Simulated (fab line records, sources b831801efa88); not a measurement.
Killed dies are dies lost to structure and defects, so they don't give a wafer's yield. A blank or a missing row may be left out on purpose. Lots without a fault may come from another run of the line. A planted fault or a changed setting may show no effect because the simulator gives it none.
fab line records | flow sky130
record lots=13 wafers=39 last_day=51
route steps=708 shown FIELD_ISO@24 VT_ADJUST_LVTN@103 GATE_OXIDE@200 SD_P@328 PAD_OPEN@708
lots that met no fault: from a run of the same line without faults
start_h: hours from the record's first day to the start of the lot's first wafer shown | wait_h: hours since the lot's step before | " the same as in the row above | L1.1+2: a row that stands for several wafers | - no value, or no start given | * or withheld: withheld | < > ~ a bound
route shown NAME@n: a module of which the file shows steps, and the number in the route of the first | usual: mean/standard deviation of fault-free wafers | same: alike in all rows | chamber/n: place in a boat | sites: the reading at each site | _std_site: their standard deviation | _edge_site: outer sites' mean less inner sites' | radius_mm: how far each site lies from the wafer's centre | mask NAME#n: copy n | behind: the tool/chamber that last shaped the wafer | hold: why the lot was held/for how many hours/how that ended | device: the transistor (n, p or np) that didn't switch | end of line: the same wafers' tests at the end of the route | a step without rows: its recipe alone | killed: dies lost to structure and defects at the first sort, not the wafer's yield | map: a wafer's dies, x killed, . not, _ none there
set.NAME: the setting as run; set.NAME@STEP: as run at that earlier step | model.NAME: the simulator's own value behind a step, which no gauge read
steps of the route over a sample of lots; a table a step, a row a wafer
services: from which hour (start_h, from the record's first day; less than 0 if before it) a tool's chamber was out of use, for how many hours, and why
## steps
# step SKY_FIELD_ISO_THK_MEAS_23
# recipe reads=SiO2_of_FIELD_ISO_OXIDATION_22
# usual FIELD_ISO_OXIDATION_01_THK=10.03/0.19
# columns lot.wafer tool chamber start_h wait_h FIELD_ISO_OXIDATION_01_THK[nm]
L159.1 film_metro-03 - 30.22 0.0 10.29
L159.2 " - " " 10.23
L159.4 " - " " 10.20
L160.1 film_metro-04 - 37.96 0.0 10.21
L160.3 " - " " 10.28
L160.6 " - " " 10.23
L161.3 film_metro-02 - 46.62 0.0 10.07
L161.4 " - " " 10.12
L161.6 " - " " 10.04
L163.2 film_metro-03 - 54.26 0.0 9.48
L163.3 " - " " 9.55
L163.5 " - " " 9.61
L168.1 film_metro-02 - 79.38 0.0 9.86
L168.2 " - " " 9.97
L168.6 " - " " 9.86
L169.3 film_metro-04 - 86.23 0.0 10.13
L169.4 " - " " 9.98
L169.6 " - " " 10.09
L173.1 film_metro-03 - 105.86 0.0 10.27
L173.2 " - " " 10.27
L173.6 " - " " 10.22
L176.2 film_metro-04 - 120.32 0.0 10.02
L176.4 " - " " 10.11
L176.5 " - " " 10.05
L177.3 film_metro-03 - 124.25 0.0 10.16
L177.4 " - " " 10.05
L177.6 " - " " 10.17
L179.1 film_metro-04 - 137.47 0.0 9.89
L179.3 " - " " 10.07
L179.4 " - " " 10.01
L180.3 film_metro-03 - 142.66 0.0 10.37
L180.4 " - " " 10.29
L180.5 " - " " 10.28
L181.1 film_metro-03 - 145.35 0.0 10.01
L181.3 " - " " 10.10
L181.5 " - " " 10.14
L182.2 film_metro-04 - 153.61 0.0 10.10
L182.5 " - " " 10.02
L182.6 " - " " 10.02
# step SKY_VT_ADJUST_LVTN_DEVELOP_06
# recipe wall_angle_deg=90 developer=TMAH develop_time_s=60 dev_temp_c=23
# usual developer_temp_C=22.99/0.12
# columns lot.wafer tool chamber start_h wait_h developer_temp_C
L159.1 litho_track-02 0 132 - 22.82
L159.2 " 0 " " 23.00
L159.4 " 0 " " 22.97
L160.1 litho_track-02 0 150 - 22.91
L160.3 " 0 " " 22.90
L160.6 " 0 " " 22.77
L161.3 litho_track-02 0 165 - 22.92
L161.4 " 0 " " 22.98
L161.6 " 0 " " 22.79
L163.2 litho_track-02 0 168 - 23.01
L163.3 " 0 " " 22.99
L163.5 " 0 " " 22.92
L168.1 litho_track-02 0 202 - 24.07
L168.2 " 0 " " 23.96
L168.6 " 0 " " 24.00
L169.3 litho_track-02 0 204 - 23.87
L169.4 " 0 " " 24.02
L169.6 " 0 " " 23.96
L173.1 litho_track-04 0 235 - 23.10
L173.2 " 0 " " 23.22
L173.6 " 0 " " 23.24
L176.2 litho_track-04 0 251 - 23.16
L176.4 " 0 " " 23.09
L176.5 " 0 " " 23.16
L177.3 litho_track-04 0 257 - 22.95
L177.4 " 0 " " 22.80
L177.6 " 0 " " 22.89
L179.1 litho_track-04 0 272 - 22.79
L179.3 " 0 " " 23.08
L179.4 " 0 " " 23.13
L180.3 litho_track-02 0 278 - 23.06
L180.4 " 0 " " 23.02
L180.5 " 0 " " 23.05
L181.1 litho_track-04 0 286 - 23.00
L181.3 " 0 " " 23.05
L181.5 " 0 " " 23.13
L182.2 litho_track-01 0 301 - 22.92
L182.5 " 0 " " 22.83
L182.6 " 0 " " 22.95
# step SKY_GATE_OXIDE_STRIP_13
# recipe chemistry=O2/N2 power_w=1400 pressure_mtorr=1500 platen_temp_c=withheld o2_flow_sccm=3000 n2_flow_sccm=300 overash_fraction=0.5
# usual drypump_motor_current_A=5.7/0.44 oes_product_au=0.715/0.0045 strip_time_to_endpoint_s=14.20/0.045
# columns lot.wafer tool chamber start_h wait_h drypump_motor_current_A oes_product_au rf_hours_counter_h strip_time_to_endpoint_s
L159.1 plasma_asher-04 0 296.97 0.0 6.1 0.720 48 14.20
L159.2 " 1 " " 6.2 0.713 48 14.19
L159.4 " 1 " " 6.2 0.709 - 14.21
L160.1 plasma_asher-02 0 317.67 0.0 5.1 0.715 62 14.18
L160.3 " 1 " " 5.4 0.715 - 14.13
L160.6 " 0 " " 5.1 0.716 - 14.17
L161.3 plasma_asher-04 0 339.35 0.0 6.1 0.714 - 14.17
L161.4 " 1 " " 6.1 0.719 - 14.21
L161.6 " 0 " " 6.1 0.711 - 14.17
L163.2 plasma_asher-02 1 339.89 0.0 5.4 0.718 64 14.24
L163.3 " 1 " " 5.4 0.717 - 14.26
L163.5 " 0 " " 5.1 0.717 - 14.24
L168.1 plasma_asher-02 1 388.62 0.0 5.4 0.712 68 14.19
L168.2 " 0 " " 5.1 0.714 68 14.19
L168.6 " 1 " " 5.4 0.712 - 14.17
L169.3 plasma_asher-04 0 389.65 0.0 6.1 0.718 - 14.22
L169.4 " 1 " " 6.1 0.714 - 14.22
L169.6 " 1 " " 6.1 0.714 - 14.21
L173.1 plasma_asher-04 1 430.03 0.0 6.1 0.721 62 14.21
L173.2 " 0 " " 6.1 0.715 62 14.20
L173.6 " 0 " " 6.1 0.710 - 14.18
L176.2 plasma_asher-02 1 451.00 0.0 5.4 0.707 1 14.21
L176.4 " 1 " " 5.4 0.715 - 14.20
L176.5 " 1 " " 5.4 0.711 - 14.12
L177.3 plasma_asher-02 0 455.03 0.0 5.1 0.706 - 14.17
L177.4 " 1 " " 5.4 0.711 - 14.12
L177.6 " 0 " " 5.1 0.715 - 14.15
L179.1 plasma_asher-04 1 480.35 0.0 6.2 0.716 68 14.21
L179.3 " 0 " " 6.2 0.713 - 14.22
L179.4 " 1 " " 6.1 0.712 - 14.25
L180.3 plasma_asher-02 0 485.18 0.0 5.1 0.715 - 14.25
L180.4 " 1 " " 5.4 0.705 - 14.23
L180.5 " 0 " " 5.1 0.710 - 14.24
L181.1 plasma_asher-02 1 492.82 0.0 5.4 0.714 5 14.23
L181.3 " 0 " " 5.1 0.721 - 14.26
L181.5 " 1 " " 5.4 0.718 - 14.26
L182.2 plasma_asher-03 1 509.27 0.0 6.0 0.720 40 14.17
L182.5 " 0 " " 5.3 0.718 - 14.16
L182.6 " 1 " " 5.9 0.716 - 14.17
# step SKY_SD_P_OVL_MEAS_08
# usual SD_P_OVL=1.0/1.8
# columns lot.wafer tool chamber start_h wait_h SD_P_OVL[nm]
L159.1 overlay-02 - 568.90 0.1 4.0
L159.2 " - " " -0.5
L159.4 " - " " 2.0
L160.1 overlay-02 - 596.28 0.1 1.0
L160.3 " - " " -0.1
L160.6 " - " " 0.9
L161.3 overlay-02 - 617.36 0.1 -1.7
L161.4 " - " " 0.5
L161.6 " - " " -0.8
L163.2 overlay-01 - 618.99 0.1 3.2
L163.3 " - " " 2.5
L163.5 " - " " 0.1
L168.1 overlay-01 - 670.30 0.1 2.4
L168.2 " - " " 2.8
L168.6 " - " " 0.8
L169.3 overlay-02 - 672.37 0.1 2.2
L169.4 " - " " 4.1
L169.6 " - " " 0.5
L173.1 overlay-01 - 722.25 0.1 0.9
L173.2 " - " " 0.3
L173.6 " - " " 2.0
L176.2 overlay-02 - 726.80 0.1 0.1
L176.4 " - " " 2.2
L176.5 " - " " 1.5
L177.3 overlay-01 - 730.50 0.1 2.3
L177.4 " - " " 1.7
L177.6 " - " " 2.2
L179.1 overlay-02 - 753.95 0.1 -0.2
L179.3 " - " " 0.3
L179.4 " - " " -0.5
L180.3 overlay-01 - 757.07 0.1 0.6
L180.4 " - " " 0.9
L180.5 " - " " 3.2
L181.1 overlay-02 - 764.30 0.1 -1.4
L181.3 " - " " -0.6
L181.5 " - " " 0.4
L182.2 overlay-02 - 778.40 0.1 3.6
L182.5 " - " " 1.0
L182.6 " - " " 2.5
# step SKY_PAD_OPEN_PROBE_99
# usual killed_at_M0_to_M3=44/7.4 killed_at_M4_up=3.2/2 killed_at_contacts=24/5.1 killed_at_front_end=15/4.8 killed_at_other=0.2/0.46 killed_dies=86/10 killed_on_rim=17/3.6 killed_open=47/7.5 killed_short=39/7
# same gross_dies=492 killed_at_back_side=0
# columns lot.wafer tool chamber start_h wait_h killed_at_M0_to_M3 killed_at_M4_up killed_at_contacts killed_at_front_end killed_at_other killed_dies killed_on_rim killed_open killed_short
L159.1 prober-01 - 1064.19 0.1 40 5 26 17 1 89 20 47 41
L159.2 prober-01 - 1064.24 0.1 44 3 20 10 0 77 9 45 31
L159.4 prober-01 - 1064.34 0.2 49 3 16 22 0 90 20 58 32
L160.1 prober-02 - 1081.34 0.1 44 1 21 17 0 83 22 42 41
L160.3 prober-02 - 1081.44 0.2 31 2 35 22 0 90 23 45 45
L160.6 prober-02 - 1081.59 0.2 42 3 33 8 0 86 16 53 33
L161.3 prober-01 - 1095.90 0.2 50 1 22 18 0 91 19 55 35
L161.4 prober-01 - 1095.95 0.2 48 1 22 22 0 93 17 52 40
L161.6 prober-01 - 1096.05 0.2 43 1 19 19 2 84 21 57 26
L163.2 prober-02 - 1096.90 0.1 50 5 29 11 1 96 20 56 40
L163.3 prober-02 - 1096.95 0.2 49 3 19 22 0 93 17 43 50
L163.5 prober-02 - 1097.05 0.2 41 5 26 19 0 91 23 47 44
L169.3 prober-02 - 1135.52 0.2 33 2 25 19 0 79 17 39 40
L169.4 prober-02 - 1135.57 0.2 43 0 19 17 1 80 14 49 31
L169.6 prober-02 - 1135.67 0.2 44 5 28 9 0 86 14 34 52
L168.1 prober-01 - 1135.73 0.1 36 3 23 24 0 86 16 49 37
L168.2 prober-01 - 1135.78 0.1 41 2 22 18 0 83 13 49 34
L168.6 prober-01 - 1135.98 0.2 40 4 20 23 0 87 16 46 41
L173.1 prober-01 - 1169.21 0.1 38 4 19 18 0 79 14 43 36
L173.2 prober-01 - 1169.26 0.1 55 6 35 12 0 108 21 62 46
L173.6 prober-01 - 1169.46 0.2 41 6 18 15 0 80 16 44 36
L176.2 prober-02 - 1173.49 0.1 36 1 21 10 0 68 12 48 20
L176.4 prober-02 - 1173.59 0.2 37 5 29 15 0 86 16 33 53
L176.5 prober-02 - 1173.64 0.2 34 1 41 22 0 98 19 57 41
L177.3 prober-01 - 1174.82 0.2 57 2 22 12 0 93 15 56 37
L177.4 prober-01 - 1174.87 0.2 61 5 27 19 0 112 24 69 43
L177.6 prober-01 - 1174.97 0.2 48 3 24 14 0 89 12 51 38
L179.1 prober-01 - 1190.17 0.1 37 3 21 13 0 74 20 45 29
L179.3 prober-01 - 1190.27 0.2 52 1 14 11 0 78 8 43 35
L179.4 prober-01 - 1190.32 0.2 52 2 18 12 0 84 18 43 41
L180.3 prober-02 - 1191.42 0.2 46 1 25 25 0 97 19 51 46
L180.4 prober-02 - 1191.47 0.2 42 0 22 19 0 83 25 45 38
L180.5 prober-02 - 1191.52 0.2 43 3 28 22 0 96 17 46 50
L181.1 prober-01 - 1193.35 0.1 57 6 27 11 0 101 21 58 43
L181.3 prober-01 - 1193.45 0.2 41 4 35 13 0 93 15 47 46
L181.5 prober-01 - 1193.55 0.2 55 2 23 20 0 100 17 52 48
L182.2 prober-02 - 1211.88 0.1 58 2 15 14 0 89 17 43 46
L182.5 prober-02 - 1212.03 0.2 53 3 27 12 0 95 20 52 43
L182.6 prober-02 - 1212.08 0.2 41 3 23 11 1 79 12 50 29
# killed by level:class
L159.1 CONTACT:geometric_particle:open=12 VIA1:geometric_particle:open=12 LI_CONTACT:geometric_particle:short=7 FIELD_ISO:geometric_particle:short=6 VIA1:geometric_particle:short=6 METAL2:geometric_particle:short=6 METAL4:geometric_particle:short=4 POLY_GATE:geometric_particle:short=3
L159.2 VIA1:geometric_particle:open=13 CONTACT:geometric_particle:open=8 VIA2:geometric_particle:open=7 METAL2:geometric_particle:short=6 LI_CONTACT:geometric_particle:open=5 LOCAL_INTERCONNECT:geometric_particle:short=5 VIA3:geometric_particle:open=5 VIA1:geometric_particle:short=4
L159.4 VIA1:geometric_particle:open=12 VIA3:geometric_particle:open=12 POLY_GATE:geometric_particle:open=8 LI_CONTACT:geometric_particle:open=7 VIA2:geometric_particle:open=6 POLY_GATE:geometric_particle:short=4 VIA3:geometric_particle:short=4 FIELD_ISO:geometric_particle:open=3
L160.1 VIA1:geometric_particle:open=13 CONTACT:geometric_particle:open=10 METAL1:geometric_particle:short=8 POLY_GATE:geometric_particle:short=6 VIA3:geometric_particle:open=6 CONTACT:geometric_particle:short=5 VIA1:geometric_particle:short=5 POLY_GATE:geometric_particle:open=4
L160.3 CONTACT:geometric_particle:open=12 FIELD_ISO:geometric_particle:short=8 LI_CONTACT:geometric_particle:open=8 POLY_GATE:geometric_particle:short=6 VIA1:geometric_particle:open=6 LOCAL_INTERCONNECT:geometric_particle:short=5 CONTACT:geometric_particle:short=5 POLY_GATE:geometric_particle:open=4
L160.6 CONTACT:geometric_particle:open=13 VIA1:geometric_particle:open=11 LI_CONTACT:geometric_particle:open=9 VIA3:geometric_particle:open=6 VIA2:geometric_particle:open=5 LOCAL_INTERCONNECT:geometric_particle:short=4 CONTACT:geometric_particle:short=4 VIA1:geometric_particle:short=4
L161.3 VIA1:geometric_particle:open=15 CONTACT:geometric_particle:open=9 VIA2:geometric_particle:open=8 METAL1:geometric_particle:short=7 VIA3:geometric_particle:open=6 FIELD_ISO:geometric_particle:open=4 POLY_GATE:geometric_particle:open=4 METAL2:geometric_particle:short=4
L161.4 VIA3:geometric_particle:open=12 CONTACT:geometric_particle:open=10 FIELD_ISO:geometric_particle:short=7 METAL1:geometric_particle:short=7 VIA1:geometric_particle:open=6 FIELD_ISO:geometric_particle:open=4 LI_CONTACT:geometric_particle:open=4 LOCAL_INTERCONNECT:geometric_particle:short=4
L161.6 VIA2:geometric_particle:open=12 FIELD_ISO:geometric_particle:open=8 VIA1:geometric_particle:open=8 LI_CONTACT:geometric_particle:open=7 CONTACT:geometric_particle:open=7 METAL2:geometric_particle:short=7 VIA3:geometric_particle:open=6 FIELD_ISO:geometric_particle:short=5
L163.2 CONTACT:geometric_particle:open=15 VIA2:geometric_particle:open=10 VIA1:geometric_particle:short=8 VIA1:geometric_particle:open=8 METAL1:geometric_particle:short=7 LI_CONTACT:geometric_particle:open=6 VIA3:geometric_particle:open=6 METAL2:geometric_particle:short=5
L163.3 VIA1:geometric_particle:short=11 CONTACT:geometric_particle:open=8 VIA1:geometric_particle:open=7 VIA3:geometric_particle:open=6 POLY_GATE:geometric_particle:open=6 SPACER:geometric_particle:short=6 METAL1:geometric_particle:short=5 VIA2:geometric_particle:short=5
L163.5 CONTACT:geometric_particle:open=9 VIA1:geometric_particle:open=8 METAL1:geometric_particle:short=8 VIA2:geometric_particle:open=7 VIA3:geometric_particle:open=7 LOCAL_INTERCONNECT:geometric_particle:short=6 METAL2:geometric_particle:short=5 POLY_CUT:geometric_particle:short=4
L169.3 CONTACT:geometric_particle:open=11 FIELD_ISO:geometric_particle:short=7 METAL2:geometric_particle:short=7 VIA1:geometric_particle:open=6 VIA3:geometric_particle:open=5 FIELD_ISO:geometric_particle:open=4 LI_CONTACT:geometric_particle:open=4 LOCAL_INTERCONNECT:geometric_particle:short=4
L169.4 LI_CONTACT:geometric_particle:open=11 VIA3:geometric_particle:open=8 VIA1:geometric_particle:open=7 METAL2:geometric_particle:short=7 VIA1:geometric_particle:short=6 VIA2:geometric_particle:open=6 POLY_GATE:geometric_particle:open=5 FIELD_ISO:geometric_particle:short=4
L169.6 CONTACT:geometric_particle:short=9 VIA1:geometric_particle:open=9 VIA1:geometric_particle:short=8 CONTACT:geometric_particle:open=7 METAL2:geometric_particle:short=7 VIA2:geometric_particle:short=5 METAL1:geometric_particle:short=4 LI_CONTACT:geometric_particle:short=4
L168.1 VIA1:geometric_particle:open=12 FIELD_ISO:geometric_particle:open=8 CONTACT:geometric_particle:open=8 FIELD_ISO:geometric_particle:short=6 VIA2:geometric_particle:open=6 CONTACT:geometric_particle:short=5 POLY_GATE:geometric_particle:open=4 METAL2:geometric_particle:short=4
L168.2 VIA1:geometric_particle:open=13 CONTACT:geometric_particle:open=10 FIELD_ISO:geometric_particle:open=8 FIELD_ISO:geometric_particle:short=7 VIA2:geometric_particle:open=6 VIA1:geometric_particle:short=6 LOCAL_INTERCONNECT:geometric_particle:short=5 LI_CONTACT:geometric_particle:open=3
L168.6 VIA1:geometric_particle:open=9 LI_CONTACT:geometric_particle:open=7 FIELD_ISO:geometric_particle:short=6 METAL1:geometric_particle:short=6 METAL2:geometric_particle:short=6 VIA2:geometric_particle:open=6 CONTACT:geometric_particle:open=5 VIA1:geometric_particle:short=5
L173.1 VIA1:geometric_particle:open=13 VIA3:geometric_particle:open=7 LI_CONTACT:geometric_particle:open=6 CONTACT:geometric_particle:open=6 METAL2:geometric_particle:short=6 FIELD_ISO:geometric_particle:open=5 POLY_GATE:geometric_particle:short=5 CONTACT:geometric_particle:short=4
L173.2 VIA1:geometric_particle:open=18 CONTACT:geometric_particle:open=13 LI_CONTACT:geometric_particle:open=10 VIA1:geometric_particle:short=9 VIA3:geometric_particle:open=8 METAL1:geometric_particle:short=7 FIELD_ISO:geometric_particle:open=6 LI_CONTACT:geometric_particle:short=5
L173.6 FIELD_ISO:geometric_particle:open=8 CONTACT:geometric_particle:open=7 METAL2:geometric_particle:short=7 METAL1:geometric_particle:short=7 VIA1:geometric_particle:open=5 VIA3:geometric_particle:open=5 VIA2:geometric_particle:open=5 LI_CONTACT:geometric_particle:open=4
L176.2 CONTACT:geometric_particle:open=9 VIA1:geometric_particle:open=9 LI_CONTACT:geometric_particle:open=8 VIA3:geometric_particle:open=7 VIA2:geometric_particle:open=6 METAL2:geometric_particle:short=4 VIA1:geometric_particle:short=4 POLY_GATE:geometric_particle:open=3
L176.4 LOCAL_INTERCONNECT:geometric_particle:short=9 VIA2:geometric_particle:open=7 CONTACT:geometric_particle:open=7 POLY_GATE:geometric_particle:short=6 VIA1:geometric_particle:short=6 LI_CONTACT:geometric_particle:open=6 METAL1:geometric_particle:short=6 FIELD_ISO:geometric_particle:short=5
L176.5 CONTACT:geometric_particle:open=15 LI_CONTACT:geometric_particle:open=9 CONTACT:geometric_particle:short=9 VIA1:geometric_particle:open=8 FIELD_ISO:geometric_particle:open=7 POLY_GATE:geometric_particle:open=5 LOCAL_INTERCONNECT:geometric_particle:short=5 METAL2:geometric_particle:short=5
L177.3 VIA1:geometric_particle:open=14 CONTACT:geometric_particle:open=10 VIA3:geometric_particle:open=7 LI_CONTACT:geometric_particle:open=6 METAL1:geometric_particle:short=6 VIA2:geometric_particle:open=6 METAL2:geometric_particle:short=5 METAL3:geometric_particle:short=5
L177.4 VIA1:geometric_particle:open=23 CONTACT:geometric_particle:open=11 VIA2:geometric_particle:open=10 METAL2:geometric_particle:short=7 VIA3:geometric_particle:open=6 LI_CONTACT:geometric_particle:open=5 METAL4:geometric_particle:short=5 POLY_GATE:geometric_particle:open=4
L177.6 VIA1:geometric_particle:open=16 LI_CONTACT:geometric_particle:open=8 CONTACT:geometric_particle:open=8 VIA2:geometric_particle:open=7 VIA1:geometric_particle:short=7 METAL2:geometric_particle:short=4 FIELD_ISO:geometric_particle:open=3 POLY_GATE:geometric_particle:short=3
L179.1 VIA1:geometric_particle:open=11 LI_CONTACT:geometric_particle:open=7 CONTACT:geometric_particle:open=7 VIA3:geometric_particle:open=5 VIA1:geometric_particle:short=5 CONTACT:geometric_particle:short=4 FIELD_ISO:geometric_particle:open=3 METAL1:geometric_particle:short=3
L179.3 VIA1:geometric_particle:open=11 VIA3:geometric_particle:open=10 VIA1:geometric_particle:short=6 METAL1:geometric_particle:short=5 METAL3:geometric_particle:short=5 CONTACT:geometric_particle:open=5 FIELD_ISO:geometric_particle:open=4 LI_CONTACT:geometric_particle:open=4
L179.4 VIA3:geometric_particle:open=10 METAL1:geometric_particle:short=8 CONTACT:geometric_particle:open=7 VIA1:geometric_particle:short=7 VIA1:geometric_particle:open=6 VIA3:geometric_particle:short=6 LI_CONTACT:geometric_particle:open=5 VIA2:geometric_particle:open=5
L180.3 CONTACT:geometric_particle:open=14 VIA1:geometric_particle:open=9 VIA3:geometric_particle:open=9 METAL1:geometric_particle:short=8 METAL2:geometric_particle:short=7 FIELD_ISO:geometric_particle:short=5 FIELD_ISO:geometric_particle:open=5 POLY_GATE:geometric_particle:short=5
L180.4 VIA1:geometric_particle:open=12 CONTACT:geometric_particle:open=7 FIELD_ISO:geometric_particle:short=5 METAL1:geometric_particle:short=5 LI_CONTACT:geometric_particle:open=5 METAL2:geometric_particle:short=5 VIA2:geometric_particle:open=5 FIELD_ISO:geometric_particle:open=4
L180.5 FIELD_ISO:geometric_particle:short=9 LOCAL_INTERCONNECT:geometric_particle:short=9 CONTACT:geometric_particle:open=9 VIA1:geometric_particle:open=8 METAL3:geometric_particle:short=7 CONTACT:geometric_particle:short=6 FIELD_ISO:geometric_particle:open=5 VIA3:geometric_particle:open=5
L181.1 VIA1:geometric_particle:open=12 VIA2:geometric_particle:open=10 CONTACT:geometric_particle:open=8 LI_CONTACT:geometric_particle:open=7 VIA3:geometric_particle:open=7 METAL1:geometric_particle:short=6 VIA2:geometric_particle:short=6 POLY_GATE:geometric_particle:open=5
L181.3 CONTACT:geometric_particle:open=12 VIA1:geometric_particle:open=9 METAL1:geometric_particle:short=7 LI_CONTACT:geometric_particle:short=6 LI_CONTACT:geometric_particle:open=6 LOCAL_INTERCONNECT:geometric_particle:short=5 METAL2:geometric_particle:short=5 VIA2:geometric_particle:short=4
L181.5 VIA1:geometric_particle:open=13 VIA1:geometric_particle:short=9 CONTACT:geometric_particle:open=7 VIA2:geometric_particle:open=7 LOCAL_INTERCONNECT:geometric_particle:short=6 POLY_GATE:geometric_particle:open=5 POLY_GATE:geometric_particle:short=5 METAL1:geometric_particle:short=5
L182.2 VIA1:geometric_particle:open=12 METAL1:geometric_particle:short=10 VIA3:geometric_particle:open=9 CONTACT:geometric_particle:open=7 VIA1:geometric_particle:short=7 METAL2:geometric_particle:short=6 CONTACT:geometric_particle:short=4 VIA3:geometric_particle:short=4
L182.5 CONTACT:geometric_particle:open=11 VIA2:geometric_particle:open=11 VIA1:geometric_particle:open=10 VIA1:geometric_particle:short=10 CONTACT:geometric_particle:short=8 METAL2:geometric_particle:short=6 FIELD_ISO:geometric_particle:short=5 FIELD_ISO:geometric_particle:open=5
L182.6 CONTACT:geometric_particle:open=12 VIA2:geometric_particle:open=9 LI_CONTACT:geometric_particle:open=7 VIA1:geometric_particle:open=6 METAL2:geometric_particle:short=5 METAL1:geometric_particle:short=4 FIELD_ISO:geometric_particle:open=3 POLY_GATE:geometric_particle:open=3
## services
# columns tool chamber start_h hours kind
plasma_asher-03 - 108.75 9.0 pm
plasma_asher-03 0 108.75 9.0 vent_cycle
plasma_asher-03 1 108.75 9.0 vent_cycle
plasma_asher-03 - 109.89 1.5 repair
plasma_asher-03 0 117.75 - clean
plasma_asher-03 1 117.75 - clean
plasma_asher-04 - 250.25 0.4 repair
plasma_asher-03 - 279.11 2.8 pm
plasma_asher-02 - 295.69 2.2 repair
litho_track-04 - 314.38 - consumable_replace:filter
plasma_asher-02 - 317.88 5.0 repair
plasma_asher-02 - 357.40 0.4 repair
plasma_asher-02 - 411.99 16.5 repair
plasma_asher-02 - 428.52 9.0 pm
plasma_asher-02 0 428.52 9.0 vent_cycle
plasma_asher-02 1 428.52 9.0 vent_cycle
plasma_asher-02 - 431.02 0.7 repair
plasma_asher-02 0 437.52 - clean
plasma_asher-02 1 437.52 - clean
plasma_asher-02 - 462.08 4.4 repair
plasma_asher-02 - 480.30 1.3 repair
plasma_asher-02 - 484.22 0.6 repair
## key
first_sign step=SKY_VT_ADJUST_LVTN_DEVELOP_06 reading=developer_temp_C direction=up sigmas=8.1 usual=* struck=*
effect none on later readings
met_at SKY_VT_ADJUST_LVTN_DEVELOP_06
struck_lots L168,L169
tester_left_out L168,L169
not_acting_at SKY_FIELD_ISO_THK_MEAS_23,SKY_GATE_OXIDE_STRIP_13,SKY_SD_P_OVL_MEAS_08
onset_between 168 202
fault kind=process_parameter_drift tool=litho_track-02 chamber=- onset_h=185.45 steps=SKY_VT_ADJUST_LVTN_DEVELOP_06 channel=dev_temp_c offset=* shape=step end_h=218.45 acts_in=* stated=*
# tester_left_out: of these lots the tester's yield and bins aren't shown, on N5 and GAA mostly nor the transistor test; their killed dies are dies lost to structure and defects alone, not to doping, threshold or leakage, so they don't give the yield
